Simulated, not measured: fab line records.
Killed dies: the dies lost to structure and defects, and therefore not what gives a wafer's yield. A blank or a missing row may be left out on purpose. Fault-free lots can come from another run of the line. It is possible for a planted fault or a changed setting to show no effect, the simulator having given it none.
A sampling plan put to the test    flow sky130    each of the 17 faults these records tell of, on one fab line, judged from the records of the lots it struck
What counts as the plan is the set of the line's own looks, namely the steps on the route at which a gauge or an inspection reads a wafer and does not change it. A look is open to judgement when struck wafers have a number at it and the file gives its usual mean and standard deviation on fault-free wafers. Caught: the struck wafers' mean, at a look after the fault's first step, is 4 or more of those standard deviations (sigma) away from the usual mean. On the tool: here the same test is run on the tool's own readings at the fault's steps. A different recipe on the struck wafers counts as caught too, as does a record blank only for those wafers.

THE FAULTS, as the simulator had put them in
1. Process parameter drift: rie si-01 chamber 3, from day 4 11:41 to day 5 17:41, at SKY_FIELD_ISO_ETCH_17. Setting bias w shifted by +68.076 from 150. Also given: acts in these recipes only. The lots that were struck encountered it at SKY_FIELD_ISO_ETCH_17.
2. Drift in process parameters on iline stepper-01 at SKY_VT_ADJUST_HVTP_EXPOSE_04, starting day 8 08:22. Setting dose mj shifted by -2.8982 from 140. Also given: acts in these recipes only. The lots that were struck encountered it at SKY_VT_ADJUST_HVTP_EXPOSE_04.
3. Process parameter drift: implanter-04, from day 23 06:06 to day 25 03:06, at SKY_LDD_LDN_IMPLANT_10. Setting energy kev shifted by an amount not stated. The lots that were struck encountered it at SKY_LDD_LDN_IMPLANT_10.
4. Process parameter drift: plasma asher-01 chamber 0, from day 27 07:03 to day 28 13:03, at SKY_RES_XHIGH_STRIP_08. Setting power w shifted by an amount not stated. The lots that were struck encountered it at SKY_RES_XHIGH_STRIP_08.
5. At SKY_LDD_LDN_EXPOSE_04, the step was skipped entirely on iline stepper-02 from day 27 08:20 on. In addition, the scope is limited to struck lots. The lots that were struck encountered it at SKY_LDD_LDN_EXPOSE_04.
6. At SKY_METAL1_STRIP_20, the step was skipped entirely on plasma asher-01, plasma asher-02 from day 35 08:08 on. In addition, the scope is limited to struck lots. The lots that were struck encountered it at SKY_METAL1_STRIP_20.
7. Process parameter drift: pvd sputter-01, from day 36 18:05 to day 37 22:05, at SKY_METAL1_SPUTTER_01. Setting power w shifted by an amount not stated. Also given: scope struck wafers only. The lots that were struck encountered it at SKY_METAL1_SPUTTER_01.
8. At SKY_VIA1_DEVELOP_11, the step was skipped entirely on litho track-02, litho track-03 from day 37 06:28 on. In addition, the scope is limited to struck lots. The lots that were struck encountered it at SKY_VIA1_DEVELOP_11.
9. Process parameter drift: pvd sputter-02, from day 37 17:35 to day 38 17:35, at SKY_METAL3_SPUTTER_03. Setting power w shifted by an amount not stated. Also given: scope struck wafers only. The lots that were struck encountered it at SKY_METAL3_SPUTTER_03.
10. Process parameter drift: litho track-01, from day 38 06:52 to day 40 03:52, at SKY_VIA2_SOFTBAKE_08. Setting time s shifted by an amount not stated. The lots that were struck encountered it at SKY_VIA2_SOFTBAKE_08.
11. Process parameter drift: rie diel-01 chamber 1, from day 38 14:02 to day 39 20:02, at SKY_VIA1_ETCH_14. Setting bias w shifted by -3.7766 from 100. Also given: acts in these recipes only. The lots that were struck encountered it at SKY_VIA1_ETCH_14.
12. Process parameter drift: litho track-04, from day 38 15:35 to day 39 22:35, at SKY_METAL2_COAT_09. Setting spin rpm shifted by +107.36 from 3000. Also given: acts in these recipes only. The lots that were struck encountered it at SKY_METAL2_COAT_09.
13. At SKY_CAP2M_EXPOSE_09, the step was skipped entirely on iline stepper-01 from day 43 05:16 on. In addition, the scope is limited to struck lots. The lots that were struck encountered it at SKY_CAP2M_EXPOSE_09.
14. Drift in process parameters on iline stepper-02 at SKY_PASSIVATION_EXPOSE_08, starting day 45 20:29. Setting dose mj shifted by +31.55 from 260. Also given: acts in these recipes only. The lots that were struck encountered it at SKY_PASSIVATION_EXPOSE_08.
15. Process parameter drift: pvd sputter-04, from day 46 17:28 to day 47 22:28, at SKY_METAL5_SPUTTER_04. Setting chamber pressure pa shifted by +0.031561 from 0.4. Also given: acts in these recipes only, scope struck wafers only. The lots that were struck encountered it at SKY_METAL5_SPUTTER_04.
16. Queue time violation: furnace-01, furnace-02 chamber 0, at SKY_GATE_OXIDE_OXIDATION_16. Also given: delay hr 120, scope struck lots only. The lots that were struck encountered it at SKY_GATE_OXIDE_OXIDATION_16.
17. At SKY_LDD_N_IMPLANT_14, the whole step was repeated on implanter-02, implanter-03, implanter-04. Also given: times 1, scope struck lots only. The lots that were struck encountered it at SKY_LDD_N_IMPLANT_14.

WHAT THE PLAN SAW
fault  on the tool itself                                first look that catches it                       reading, sigma  median hours from its first step to that look  hours from the fault's start to the first struck lot there  judged looks passed uncaught
1      bias w +99 or beyond sigma                        none of the 2 looks that can be judged after it  -               -                                              -                                                           2
2      exposure dose mJ cm2 -13 sigma                    none of the 2 looks that can be judged after it  -               -                                              -                                                           2
3      beam energy keV -48 sigma                         not the one look that can be judged after it     -               -                                              -                                                           1
4      strip time to endpoint s +18 sigma                no look after it can be judged                   -               -                                              -                                                           0
5      no reading that can be judged                     not the one look that can be judged after it     -               -                                              -                                                           1
6      the tool's record is blank for the struck wafers  no look after it can be judged                   -               -                                              -                                                           0
7      cathode dc power W +99 or beyond sigma            no look after it can be judged                   -               -                                              -                                                           0
8      the tool's record is blank for the struck wafers  no look after it can be judged                   -               -                                              -                                                           0
9      cathode dc power W +99 or beyond sigma            no look after it can be judged                   -               -                                              -                                                           0
10     run length s +42 sigma                            no look after it can be judged                   -               -                                              -                                                           0
11     bias w -13 sigma                                  no look after it can be judged                   -               -                                              -                                                           0
12     spin speed rpm +53 sigma                          no look after it can be judged                   -               -                                              -                                                           0
13     no reading that can be judged                     no look after it can be judged                   -               -                                              -                                                           0
14     exposure dose mJ cm2 +99 or beyond sigma          no look after it can be judged                   -               -                                              -                                                           0
15     chamber pressure pa +35 sigma                     no look after it can be judged                   -               -                                              -                                                           0
16     under 2 sigma                                     not the one look that can be judged after it     -               -                                              -                                                           1
17     no reading that can be judged                     no look after it can be judged                   -               -                                              -                                                           0
A dash: the fault is not caught, or the number is missing from these records.

Caught at a look: 0 of 17. Caught on the tool: 13 of 17. By one or the other: 13 of 17.
Faults 1, 2, 3, 4, 6, 7, 8, 9, 10, 11, 12, 14, 15 were caught on the tool alone.
Caught by neither: faults 5, 13, 16, 17.
